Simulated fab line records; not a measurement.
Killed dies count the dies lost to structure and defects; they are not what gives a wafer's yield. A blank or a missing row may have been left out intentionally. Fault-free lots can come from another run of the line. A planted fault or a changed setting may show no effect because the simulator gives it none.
fab line records	flow sky130
[record] lots = 12	wafers = 36	lastDay = 50
route steps=708 shown METAL3@566 METAL5@662 PAD_OPEN@701
lots that met no fault: taken from a fault-free run of the same line
startH: hours from the record's first day to the start of the lot's first wafer shown	waitH: hours since the lot's step before	" identical to the entry in the row above	L1.1+2: a row that stands for several wafers	- either no value or no given start	* or withheld: withheld	< > ~ a bound
route shown NAME@n: names a module that has steps shown in the file, with the first one's number in the route	usual: the fault-free wafers' mean and standard deviation	same: alike in all rows	chamber/n: place in a boat	sites: each site's reading	_std_site: the values' standard deviation	_edge_site: mean of outer sites minus mean of inner sites	radiusMm: how far each site lies from the wafer's centre	mask NAME#n: copy n	behind: the most recent tool/chamber to have shaped the wafer	hold: why the lot went on hold/how many hours it stayed there/how the hold came to an end	device: names the non-switching transistor (n, p or np)	end of line: the same wafers' tests at the end of the route	step lacking rows: just its recipe	killed: count of dies lost to structure and defects at first sort (not the wafer's yield)	map: a wafer's dies, marking killed ones x, the rest . and places with no die _
set.NAME: the setting the step ran with; set.NAME@STEP: the setting that earlier step ran with	model.NAME: the simulator's own value behind a step, which no gauge read
one table for each step of the route and one row for each wafer, over a sample of lots
services: from which hour (startH, from the record's first day; less than 0 if before it) a tool's chamber was out of use, for how many hours, and why
[[steps]]
[step SKY_METAL3_ETCH_16]
[recipe] chemistry = N2/H2	target = BARC	ionEnergyEv = 200	biasW = 100	pressureMtorr = 30	n2FlowSccm = 100	h2FlowSccm = 200	icpW = 500	stopOn = SiO2	timeS = 88.2	targetDepthA = 600
[usual] drypumpMotorCurrentA = 5.8/0.48	oesProductAu = 0.625/0.0044	rfFwdPowerW = 497.6/1.7	throttleValvePct = 13.205/0.0091
lot.wafer	tool	chamber	startH	waitH	drypumpMotorCurrentA	oesProductAu	rfFwdPowerW	rfHoursCounterH	throttleValvePct
L297.2	rieMetal-04	0	908.21	0.0	5.7	0.621	497.7	0	13.190
L297.3	"	1	"	"	6.5	0.625	500.8	-	13.204
L297.6	"	0	"	"	5.7	0.622	498.8	-	13.194
L298.1	rieMetal-02	0	913.35	0.0	6.1	0.626	498.2	9	13.206
L298.5	"	1	"	"	5.4	0.623	496.3	-	13.196
L298.6	"	0	"	"	6.2	0.633	498.6	-	13.220
L299.1	rieMetal-03	0	919.33	0.0	5.8	0.625	496.3	8	13.221
L299.2	"	1	"	"	5.1	0.617	498.6	12	13.192
L299.5	"	1	"	"	5.1	0.618	500.2	-	13.203
L300.4	rieMetal-03	1	944.03	0.0	5.1	0.626	496.6	-	13.218
L300.5	"	1	"	"	5.1	0.625	498.8	-	13.212
L300.6	"	0	"	"	5.8	0.616	499.7	-	13.219
L303.1	rieMetal-04	0	973.62	0.0	5.7	0.628	497.1	3	13.202
L303.2	"	1	"	"	6.5	0.627	499.5	9	13.205
L303.4	"	1	"	"	6.5	0.629	499.3	-	13.197
L306.2	rieMetal-04	1	974.03	0.0	6.5	0.623	497.8	9	13.204
L306.3	"	1	"	"	6.4	0.624	497.8	-	13.198
L306.6	"	1	"	"	6.5	0.626	496.6	-	13.206
L307.1	rieMetal-03	0	983.51	0.0	5.8	0.627	497.6	11	13.213
L307.2	"	1	"	"	5.1	0.626	497.0	16	13.190
L307.3	"	0	"	"	5.8	0.629	496.4	-	13.210
L308.1	rieMetal-02	1	994.98	0.0	5.3	0.628	501.6	15	13.201
L308.3	"	1	"	"	5.3	0.625	502.3	-	13.200
L308.5	"	0	"	"	6.1	0.619	495.4	-	13.223
L310.1	rieMetal-02	0	1001.83	0.0	6.1	0.625	496.8	13	13.203
L310.2	"	1	"	"	5.4	0.633	501.6	15	13.214
L310.5	"	1	"	"	5.4	0.631	498.7	-	13.199
L311.1	rieMetal-03	1	1009.01	0.0	5.1	0.622	497.3	17	13.217
L311.5	"	1	"	"	5.1	0.628	498.1	-	13.189
L311.6	"	0	"	"	5.8	0.632	498.2	-	13.212
L312.1	rieMetal-04	0	1018.90	0.0	5.7	0.624	496.8	5	13.183
L312.2	"	1	"	"	6.5	0.623	498.0	11	13.207
L312.4	"	0	"	"	5.7	0.624	497.5	-	13.209
L318.2	rieMetal-03	0	1050.05	0.0	5.8	0.624	498.7	15	13.195
L318.4	"	0	"	"	5.8	0.624	497.1	-	13.213
L318.5	"	1	"	"	5.1	0.615	498.4	-	13.214
[step SKY_METAL5_SPUTTER_01]
[recipe] material = TiN	targetThkNm = 20	powerW = 6500	timeS = 16.7	chamberPressurePa = 0.4
[usual] throttleValvePct = 30.3/0.8
lot.wafer	tool	chamber	startH	waitH	throttleValvePct
L297.2	pvdSputter-04	-	1009.31	0.0	30.9
L297.3	"	-	"	"	29.8
L297.6	"	-	"	"	29.7
L298.1	pvdSputter-02	-	1012.93	0.0	29.6
L298.5	"	-	"	"	29.6
L298.6	"	-	"	"	30.1
L299.1	pvdSputter-04	-	1018.21	0.0	30.8
L299.2	"	-	"	"	29.7
L299.5	"	-	"	"	31.0
L300.4	pvdSputter-04	-	1043.61	0.0	29.9
L300.5	"	-	"	"	30.8
L300.6	"	-	"	"	29.9
L303.1	pvdSputter-04	-	1071.62	0.0	29.8
L303.2	"	-	"	"	30.9
L303.4	"	-	"	"	30.5
L306.2	pvdSputter-02	-	1072.03	0.0	30.1
L306.3	"	-	"	"	29.4
L306.6	"	-	"	"	30.0
L307.1	pvdSputter-01	-	1077.59	0.0	31.8
L307.2	"	-	"	"	30.7
L307.3	"	-	"	"	28.9
L308.1	pvdSputter-01	-	1090.12	0.0	28.9
L308.3	"	-	"	"	31.7
L308.5	"	-	"	"	31.8
L310.1	pvdSputter-02	-	1095.46	0.0	29.1
L310.2	"	-	"	"	29.6
L310.5	"	-	"	"	29.4
L311.1	pvdSputter-04	-	1100.12	0.0	29.6
L311.5	"	-	"	"	30.4
L311.6	"	-	"	"	29.9
L312.1	pvdSputter-01	-	1112.20	0.0	30.5
L312.2	"	-	"	"	30.6
L312.4	"	-	"	"	31.5
L318.2	pvdSputter-04	-	1138.56	0.0	30.8
L318.4	"	-	"	"	29.9
L318.5	"	-	"	"	29.9
[step SKY_METAL5_SPUTTER_03]
[recipe] material = Ti	targetThkNm = 5	powerW = 3000	timeS = 3.3	chamberPressurePa = 0.4
[usual] throttleValvePct = 30.3/0.78
lot.wafer	tool	chamber	startH	waitH	throttleValvePct
L297.2	pvdSputter-04	-	1009.40	0.0	31.0
L297.3	"	-	"	"	29.5
L297.6	"	-	"	"	30.0
L298.1	pvdSputter-02	-	1013.00	0.0	29.7
L298.5	"	-	"	"	29.7
L298.6	"	-	"	"	29.7
L299.1	pvdSputter-04	-	1018.29	0.0	31.3
L299.2	"	-	"	"	29.9
L299.5	"	-	"	"	30.9
L300.4	pvdSputter-04	-	1043.69	0.0	29.9
L300.5	"	-	"	"	31.0
L300.6	"	-	"	"	30.0
L303.1	pvdSputter-04	-	1071.70	0.0	30.0
L303.2	"	-	"	"	30.6
L303.4	"	-	"	"	30.5
L306.2	pvdSputter-02	-	1072.10	0.0	30.1
L306.3	"	-	"	"	29.1
L306.6	"	-	"	"	29.7
L307.1	pvdSputter-01	-	1077.66	0.0	31.7
L307.2	"	-	"	"	30.6
L307.3	"	-	"	"	28.7
L308.1	pvdSputter-01	-	1090.20	0.0	28.9
L308.3	"	-	"	"	31.4
L308.5	"	-	"	"	31.5
L310.1	pvdSputter-02	-	1095.54	0.0	29.4
L310.2	"	-	"	"	29.8
L310.5	"	-	"	"	29.5
L311.1	pvdSputter-04	-	1100.20	0.0	29.7
L311.5	"	-	"	"	30.2
L311.6	"	-	"	"	29.5
L312.1	pvdSputter-01	-	1112.28	0.0	30.5
L312.2	"	-	"	"	30.6
L312.4	"	-	"	"	31.4
L318.2	pvdSputter-04	-	1138.64	0.0	30.9
L318.4	"	-	"	"	29.8
L318.5	"	-	"	"	29.7
[step SKY_PAD_OPEN_ETCH_07]
[recipe] chemistry = CF4/O2	targetDepthNm = 725	stopOn = AlCu	sourceW = 800	biasW = 150	pressureMtorr = 150	cf4FlowSccm = 80	O2_flow_sccm = 10	timeS = 161.1
[usual] drypumpMotorCurrentA = 5.7/0.39	oesProductAu = 0.978/0.0068	rfFwdPowerW = 796.0/2.4	throttleValvePct = 5.967/0.0094
lot.wafer	tool	chamber	startH	waitH	drypumpMotorCurrentA	oesProductAu	rfFwdPowerW	rfHoursCounterH	throttleValvePct
L297.2	rieDiel-01	0	1074.48	-	5.7	0.980	797.4	14	5.949
L297.3	"	3	"	"	5.6	0.984	796.6	15	5.981
L297.6	"	3	"	"	5.6	0.979	793.4	-	5.964
L298.1	rieDiel-04	2	1079.09	-	6.1	0.978	792.2	21	5.983
L298.5	"	3	"	"	5.1	0.992	792.0	-	5.974
L298.6	"	2	"	"	6.1	0.995	792.7	-	5.971
L299.1	rieDiel-03	2	1085.26	-	5.7	0.967	795.7	21	5.979
L299.2	"	3	"	"	5.7	0.980	799.0	23	5.981
L299.5	"	0	"	"	6.2	0.989	797.4	-	5.950
L300.4	rieDiel-03	0	1107.54	-	6.2	0.985	792.3	16	5.958
L300.5	"	3	"	"	5.7	0.983	793.4	-	5.966
L300.6	"	0	"	"	6.2	0.984	795.8	-	5.968
L303.1	rieDiel-04	3	1132.98	-	5.1	0.979	798.2	25	5.947
L303.2	"	0	"	"	5.1	0.975	799.6	16	5.957
L303.4	"	1	"	"	5.5	0.978	794.0	18	5.985
L306.2	rieDiel-03	2	1134.83	-	5.7	0.976	795.0	23	5.964
L306.3	"	3	"	"	5.7	0.971	795.9	24	5.943
L306.6	"	1	"	"	6.1	0.986	798.5	-	5.962
L307.1	rieDiel-01	1	1138.39	-	5.7	0.971	798.5	27	5.956
L307.2	"	2	"	"	6.0	0.974	794.1	23	5.966
L307.3	"	0	"	"	5.7	0.981	794.7	17	5.965
L308.1	rieDiel-04	1	1150.66	-	5.5	0.976	793.7	18	5.956
L308.3	"	2	"	"	6.1	0.976	793.4	23	5.969
L308.5	"	2	"	"	6.1	0.972	794.6	-	5.957
L310.1	rieDiel-04	1	1154.26	-	5.5	0.960	796.4	19	5.968
L310.2	"	3	"	"	5.1	0.971	796.2	26	5.949
L310.5	"	2	"	"	6.1	0.976	792.7	-	5.962
L311.1	rieDiel-03	2	1158.86	-	5.7	0.912	664.6	24	5.936
L311.5	"	2	"	"	5.7	0.915	666.5	-	5.945
L311.6	"	1	"	"	6.1	0.916	666.5	-	5.946
L312.1	rieDiel-03	0	1169.03	-	6.2	0.917	668.5	18	5.960
L312.2	"	1	"	"	6.1	0.917	669.0	17	5.954
L312.4	"	2	"	"	5.7	0.921	672.3	24	5.951
L318.2	rieDiel-04	2	1191.89	-	6.1	0.969	791.9	25	5.966
L318.4	"	1	"	"	5.5	0.981	796.1	20	5.973
L318.5	"	0	"	"	5.0	0.991	797.6	-	5.979
[step SKY_PAD_OPEN_PROBE_99]
[usual] defectLimitedYield = 82.2/1.8	killed_at_M0_to_M3 = 44/6	killed_at_M4_up = 3.3/2.1	killedAtContacts = 25/5.5	killedAtFrontEnd = 15/4.3	killedAtOther = 0.2/0.41	killedDies = 88/9.1	killedOpen = 48/6.6	killedShort = 39/6.7
[same] grossDies = 492	killedAtBackSide = 0
lot.wafer	tool	chamber	startH	waitH	defectLimitedYield[%]	killed_at_M0_to_M3	killed_at_M4_up	killedAtContacts	killedAtFrontEnd	killedAtOther	killedDies	killedOpen	killedShort
L297.2	prober-01	-	1076.86	0.1	85.0	32	2	28	12	0	74	44	30
L297.3	prober-01	-	1076.91	0.2	86.2	37	2	23	6	0	68	44	24
L297.6	prober-01	-	1077.06	0.2	83.9	35	0	27	17	0	79	42	37
L298.1	prober-02	-	1081.44	0.1	82.5	48	6	21	10	1	86	56	30
L298.5	prober-02	-	1081.64	0.2	83.5	36	1	28	16	0	81	52	29
L298.6	prober-02	-	1081.69	0.2	82.7	40	4	22	19	0	85	50	35
L299.1	prober-01	-	1087.58	0.1	80.3	49	4	28	16	0	97	54	43
L299.2	prober-01	-	1087.63	0.1	81.1	42	4	29	18	0	93	47	46
L299.5	prober-01	-	1087.78	0.2	81.7	53	3	25	9	0	90	51	39
L300.4	prober-02	-	1110.04	0.2	82.7	42	2	20	20	1	85	41	44
L300.5	prober-02	-	1110.09	0.2	80.1	49	2	31	15	1	98	48	49
L300.6	prober-02	-	1110.14	0.2	84.8	36	3	18	18	0	75	37	38
L303.1	prober-01	-	1135.88	0.1	81.5	49	5	23	14	0	91	44	47
L303.2	prober-01	-	1135.93	0.1	80.1	53	5	22	18	0	98	55	43
L303.4	prober-01	-	1136.03	0.2	80.3	55	2	26	14	0	97	45	51
L306.2	prober-02	-	1137.55	0.1	79.5	50	0	35	16	0	101	55	46
L306.3	prober-02	-	1137.60	0.2	80.5	54	1	22	19	0	96	50	46
L306.6	prober-02	-	1137.75	0.2	81.9	40	4	33	11	1	89	56	33
L307.1	prober-01	-	1140.71	0.1	85.2	47	2	16	8	0	73	47	26
L307.2	prober-01	-	1140.76	0.1	79.1	46	3	32	22	0	103	54	48
L307.3	prober-01	-	1140.81	0.2	83.3	45	3	20	14	0	82	55	27
L308.1	prober-02	-	1153.32	0.1	83.5	43	1	25	12	0	81	41	40
L308.3	prober-02	-	1153.42	0.2	80.3	55	7	22	13	0	97	56	41
L308.5	prober-02	-	1153.52	0.2	82.5	41	4	17	24	0	86	47	39
L310.1	prober-02	-	1157.07	0.1	84.6	46	4	19	7	0	76	46	29
L310.2	prober-02	-	1157.12	0.1	85.0	36	2	19	17	0	74	42	31
L310.5	prober-02	-	1157.27	0.2	80.7	46	1	33	15	0	95	62	31
L311.1	prober-01	-	1161.70	0.1	81.3	43	6	32	11	0	92	45	47
L311.5	prober-01	-	1161.90	0.2	82.1	47	3	19	19	0	88	45	43
L311.6	prober-01	-	1161.95	0.2	80.3	50	0	33	13	1	97	57	40
L312.1	prober-02	-	1171.63	0.1	83.5	41	4	27	9	0	81	46	35
L312.2	prober-02	-	1171.68	0.1	81.5	47	3	27	14	0	91	40	51
L312.4	prober-02	-	1171.78	0.2	81.5	41	2	24	24	0	91	54	37
L318.2	prober-02	-	1194.26	0.1	80.7	47	6	24	17	1	95	48	47
L318.4	prober-02	-	1194.36	0.2	81.9	39	7	29	13	1	89	48	41
L318.5	prober-02	-	1194.41	0.2	81.5	44	5	21	21	0	91	45	46
// killed by level:class
L297.2 VIA1:geometricParticle:open=11 CONTACT:geometricParticle:open=10 LI_CONTACT:geometricParticle:open=6 LOCAL_INTERCONNECT:geometricParticle:short=5 VIA2:geometricParticle:open=5 FIELD_ISO:geometricParticle:short=3 FIELD_ISO:geometricParticle:open=3 POLY_GATE:geometricParticle:open=3
L297.3 CONTACT:geometricParticle:open=12 VIA1:geometricParticle:open=12 VIA1:geometricParticle:short=6 VIA3:geometricParticle:open=5 LI_CONTACT:geometricParticle:open=4 METAL2:geometricParticle:short=4 VIA2:geometricParticle:open=4 LOCAL_INTERCONNECT:geometricParticle:short=3
L297.6 VIA1:geometricParticle:open=12 CONTACT:geometricParticle:open=8 LI_CONTACT:geometricParticle:open=6 CONTACT:geometricParticle:short=6 POLY_GATE:geometricParticle:short=5 VIA3:geometricParticle:open=5 VIA1:geometricParticle:short=5 METAL3:geometricParticle:short=4
L298.1 VIA1:geometricParticle:open=11 CONTACT:geometricParticle:open=9 VIA3:geometricParticle:open=8 LI_CONTACT:geometricParticle:open=6 METAL2:geometricParticle:short=6 POLY_GATE:geometricParticle:open=5 VIA2:geometricParticle:open=5 METAL1:geometricParticle:open=4
L298.5 CONTACT:geometricParticle:open=16 VIA1:geometricParticle:open=10 FIELD_ISO:geometricParticle:open=6 METAL1:geometricParticle:short=6 LI_CONTACT:geometricParticle:open=4 METAL2:geometricParticle:short=4 VIA3:geometricParticle:open=4 FIELD_ISO:geometricParticle:short=3
L298.6 VIA1:geometricParticle:open=12 CONTACT:geometricParticle:open=9 VIA3:geometricParticle:open=6 METAL1:geometricParticle:open=6 POLY_GATE:geometricParticle:open=5 VIA3:geometricParticle:short=5 FIELD_ISO:geometricParticle:short=4 LI_CONTACT:geometricParticle:open=4
L299.1 VIA1:geometricParticle:open=10 LI_CONTACT:geometricParticle:open=9 VIA2:geometricParticle:open=9 CONTACT:geometricParticle:open=8 VIA1:geometricParticle:short=6 VIA2:geometricParticle:short=5 CONTACT:geometricParticle:short=5 VIA3:geometricParticle:open=5
L299.2 CONTACT:geometricParticle:open=10 LOCAL_INTERCONNECT:geometricParticle:short=9 VIA1:geometricParticle:open=9 POLY_GATE:geometricParticle:open=7 VIA3:geometricParticle:open=7 METAL2:geometricParticle:short=7 FIELD_ISO:geometricParticle:short=6 VIA2:geometricParticle:open=5
L299.5 VIA1:geometricParticle:open=10 CONTACT:geometricParticle:open=9 CONTACT:geometricParticle:short=8 VIA1:geometricParticle:short=7 VIA2:geometricParticle:open=7 VIA3:geometricParticle:open=7 LI_CONTACT:geometricParticle:open=6 METAL2:geometricParticle:short=5
L300.4 VIA1:geometricParticle:open=15 FIELD_ISO:geometricParticle:short=8 CONTACT:geometricParticle:open=7 VIA2:geometricParticle:open=5 CONTACT:geometricParticle:short=4 VIA2:geometricParticle:short=4 VIA3:geometricParticle:open=4 POLY_GATE:geometricParticle:short=3
L300.5 VIA1:geometricParticle:open=12 CONTACT:geometricParticle:open=10 METAL1:geometricParticle:short=9 LI_CONTACT:geometricParticle:open=8 POLY_GATE:geometricParticle:open=7 LOCAL_INTERCONNECT:geometricParticle:short=6 VIA1:geometricParticle:short=6 CONTACT:geometricParticle:short=5
L300.6 CONTACT:geometricParticle:open=6 VIA3:geometricParticle:open=6 VIA1:geometricParticle:open=6 FIELD_ISO:geometricParticle:short=5 VIA2:geometricParticle:open=5 FIELD_ISO:geometricParticle:open=4 POLY_GATE:geometricParticle:short=4 LOCAL_INTERCONNECT:geometricParticle:short=4
L303.1 CONTACT:geometricParticle:short=11 VIA1:geometricParticle:open=9 METAL1:geometricParticle:short=7 METAL2:geometricParticle:short=7 CONTACT:geometricParticle:open=6 VIA3:geometricParticle:open=5 VIA2:geometricParticle:open=5 LI_CONTACT:geometricParticle:open=5
L303.2 VIA1:geometricParticle:open=11 VIA3:geometricParticle:open=8 CONTACT:geometricParticle:open=7 VIA2:geometricParticle:open=7 METAL1:geometricParticle:short=6 VIA2:geometricParticle:short=6 LI_CONTACT:geometricParticle:open=5 FIELD_ISO:geometricParticle:open=4
L303.4 CONTACT:geometricParticle:open=11 METAL2:geometricParticle:short=10 VIA1:geometricParticle:open=9 METAL1:geometricParticle:short=8 POLY_GATE:geometricParticle:short=6 CONTACT:geometricParticle:short=6 VIA1:geometricParticle:short=6 VIA2:geometricParticle:open=6
L306.2 VIA1:geometricParticle:open=18 CONTACT:geometricParticle:open=11 LI_CONTACT:geometricParticle:open=10 FIELD_ISO:geometricParticle:short=8 LOCAL_INTERCONNECT:geometricParticle:short=6 CONTACT:geometricParticle:short=6 VIA3:geometricParticle:short=6 VIA2:geometricParticle:open=5
L306.3 VIA1:geometricParticle:open=15 CONTACT:geometricParticle:open=10 FIELD_ISO:geometricParticle:short=8 VIA3:geometricParticle:open=8 VIA3:geometricParticle:short=6 LI_CONTACT:geometricParticle:open=5 VIA1:geometricParticle:short=5 VIA2:geometricParticle:open=5
L306.6 CONTACT:geometricParticle:open=15 VIA1:geometricParticle:open=9 VIA3:geometricParticle:open=8 LI_CONTACT:geometricParticle:open=6 FIELD_ISO:geometricParticle:open=4 LOCAL_INTERCONNECT:geometricParticle:short=4 CONTACT:geometricParticle:short=4 METAL1:geometricParticle:short=4
L307.1 VIA1:geometricParticle:open=15 VIA2:geometricParticle:open=10 CONTACT:geometricParticle:open=6 METAL3:geometricParticle:short=5 METAL1:geometricParticle:short=5 POLY_GATE:geometricParticle:open=4 LI_CONTACT:geometricParticle:open=4 VIA1:geometricParticle:short=4
L307.2 CONTACT:geometricParticle:open=11 LI_CONTACT:geometricParticle:open=8 VIA3:geometricParticle:open=8 FIELD_ISO:geometricParticle:open=7 METAL1:geometricParticle:short=7 VIA3:geometricParticle:short=6 VIA1:geometricParticle:open=5 POLY_GATE:geometricParticle:short=4
L307.3 VIA1:geometricParticle:open=15 CONTACT:geometricParticle:open=10 VIA3:geometricParticle:open=7 POLY_GATE:geometricParticle:open=6 VIA2:geometricParticle:short=5 VIA2:geometricParticle:open=5 FIELD_ISO:geometricParticle:open=4 LI_CONTACT:geometricParticle:open=4
L308.1 CONTACT:geometricParticle:open=10 VIA1:geometricParticle:open=8 VIA1:geometricParticle:short=8 VIA3:geometricParticle:open=7 LI_CONTACT:geometricParticle:short=5 CONTACT:geometricParticle:short=5 METAL2:geometricParticle:short=5 FIELD_ISO:geometricParticle:short=4
L308.3 VIA1:geometricParticle:open=12 VIA2:geometricParticle:open=11 CONTACT:geometricParticle:open=9 POLY_GATE:geometricParticle:open=7 METAL2:geometricParticle:short=7 METAL1:geometricParticle:short=6 VIA3:geometricParticle:short=6 LI_CONTACT:geometricParticle:open=5
L308.5 VIA2:geometricParticle:open=9 FIELD_ISO:geometricParticle:short=8 CONTACT:geometricParticle:open=7 VIA1:geometricParticle:open=6 LI_CONTACT:geometricParticle:open=6 FIELD_ISO:geometricParticle:open=5 POLY_GATE:geometricParticle:short=5 VIA1:geometricParticle:short=5
L310.1 VIA3:geometricParticle:open=10 VIA1:geometricParticle:open=10 CONTACT:geometricParticle:open=8 METAL1:geometricParticle:short=7 LI_CONTACT:geometricParticle:open=4 CONTACT:geometricParticle:short=4 VIA2:geometricParticle:open=4 POLY_GATE:geometricParticle:open=3
L310.2 VIA2:geometricParticle:open=8 CONTACT:geometricParticle:open=7 LI_CONTACT:geometricParticle:open=7 METAL2:geometricParticle:short=7 FIELD_ISO:geometricParticle:open=5 VIA1:geometricParticle:open=5 FIELD_ISO:geometricParticle:short=3 POLY_GATE:geometricParticle:open=3
L310.5 CONTACT:geometricParticle:open=20 VIA1:geometricParticle:open=14 LI_CONTACT:geometricParticle:open=6 VIA3:geometricParticle:open=6 VIA2:geometricParticle:short=5 VIA1:geometricParticle:short=5 POLY_GATE:geometricParticle:open=4 FIELD_ISO:geometricParticle:short=3
L311.1 VIA1:geometricParticle:open=12 CONTACT:geometricParticle:open=8 LOCAL_INTERCONNECT:geometricParticle:short=7 METAL2:geometricParticle:short=7 LI_CONTACT:geometricParticle:open=7 CONTACT:geometricParticle:short=6 VIA1:geometricParticle:short=6 VIA2:geometricParticle:open=5
L311.5 POLY_GATE:geometricParticle:open=7 VIA1:geometricParticle:open=7 VIA1:geometricParticle:short=7 LI_CONTACT:geometricParticle:short=6 METAL1:geometricParticle:short=6 VIA3:geometricParticle:open=6 LI_CONTACT:geometricParticle:open=5 FIELD_ISO:geometricParticle:open=4
L311.6 CONTACT:geometricParticle:open=17 VIA1:geometricParticle:open=12 VIA1:geometricParticle:short=8 METAL2:geometricParticle:short=8 LI_CONTACT:geometricParticle:open=7 VIA2:geometricParticle:open=6 POLY_GATE:geometricParticle:open=5 LI_CONTACT:geometricParticle:short=4
L312.1 VIA1:geometricParticle:open=12 LI_CONTACT:geometricParticle:open=8 VIA1:geometricParticle:short=6 CONTACT:geometricParticle:short=5 CONTACT:geometricParticle:open=5 VIA2:geometricParticle:open=5 VIA3:geometricParticle:open=5 LI_CONTACT:geometricParticle:short=4
L312.2 METAL1:geometricParticle:short=12 CONTACT:geometricParticle:open=11 VIA1:geometricParticle:open=9 CONTACT:geometricParticle:short=7 VIA1:geometricParticle:short=7 VIA2:geometricParticle:open=5 METAL2:geometricParticle:short=5 POLY_GATE:geometricParticle:short=4
L312.4 CONTACT:geometricParticle:open=14 FIELD_ISO:geometricParticle:short=9 VIA1:geometricParticle:open=9 VIA2:geometricParticle:open=7 VIA3:geometricParticle:open=7 FIELD_ISO:geometricParticle:open=5 LI_CONTACT:geometricParticle:open=5 VIA1:geometricParticle:short=5
L318.2 METAL1:geometricParticle:short=10 VIA1:geometricParticle:open=10 LI_CONTACT:geometricParticle:open=7 CONTACT:geometricParticle:open=7 VIA3:geometricParticle:open=7 POLY_GATE:geometricParticle:short=5 CONTACT:geometricParticle:short=5 VIA2:geometricParticle:short=5
L318.4 CONTACT:geometricParticle:open=9 VIA3:geometricParticle:open=8 LI_CONTACT:geometricParticle:open=7 LOCAL_INTERCONNECT:geometricParticle:short=7 FIELD_ISO:geometricParticle:open=6 VIA1:geometricParticle:open=5 VIA2:geometricParticle:short=5 CONTACT:geometricParticle:short=4
L318.5 VIA1:geometricParticle:open=16 CONTACT:geometricParticle:open=8 FIELD_ISO:geometricParticle:open=7 VIA1:geometricParticle:short=6 POLY_GATE:geometricParticle:short=5 METAL2:geometricParticle:short=5 FIELD_ISO:geometricParticle:short=4 METAL1:geometricParticle:short=4
[[services]]
tool	chamber	startH	hours	kind
rieDiel-04	3	886.05	5.5	repair
rieMetal-02	-	906.27	2.8	pm
pvdSputter-01	-	909.97	1.9	repair
rieMetal-02	1	917.11	2.6	repair
pvdSputter-02	-	926.81	3.3	repair
rieDiel-03	0	930.68	2.7	repair
pvdSputter-04	-	942.44	1.1	repair
rieMetal-03	-	971.97	0.5	repair
pvdSputter-04	-	976.07	8.4	repair
rieDiel-03	1	989.94	2.1	repair
rieDiel-04	-	993.40	0.4	repair
pvdSputter-01	-	1044.90	6.3	repair
rieDiel-03	1	1044.98	3.5	repair
rieDiel-03	0	1045.85	3.9	repair
pvdSputter-02	-	1048.85	1.9	repair
rieDiel-03	1	1072.13	7.4	repair
pvdSputter-04	-	1087.13	9.2	repair
rieMetal-04	-	1107.30	2.8	pm
pvdSputter-02	-	1110.32	2.6	repair
rieDiel-03	3	1111.69	14.2	repair
pvdSputter-04	-	1120.35	3.8	repair
rieMetal-04	-	1138.74	14.6	pm
pvdSputter-01	-	1144.25	4.9	repair
pvdSputter-02	-	1183.74	5.3	repair
[[key]]
[firstSign] step = SKY_PAD_OPEN_ETCH_07	reading = rfFwdPowerW	direction = down	sigmas = 53	usual = 796.0	struck = 667.9
[effect] step = SKY_PAD_OPEN_ETCH_07	reading = oesProductAu	direction = down	sigmas = 9.1	usual = 0.978	struck = 0.916
metAt SKY_PAD_OPEN_ETCH_07
struckLots L311,L312
notActingAt SKY_METAL3_ETCH_16,SKY_METAL5_SPUTTER_01,SKY_METAL5_SPUTTER_03
onsetBetween 1134.83 1158.86
[fault] kind = processParameterDrift	tool = rieDiel-03	chamber = -	onsetH = 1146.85	steps = SKY_PAD_OPEN_ETCH_07	channel = sourceW	offset = -128	shape = step	endH = 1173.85	actsIn = theseRecipesOnly	stated = 800
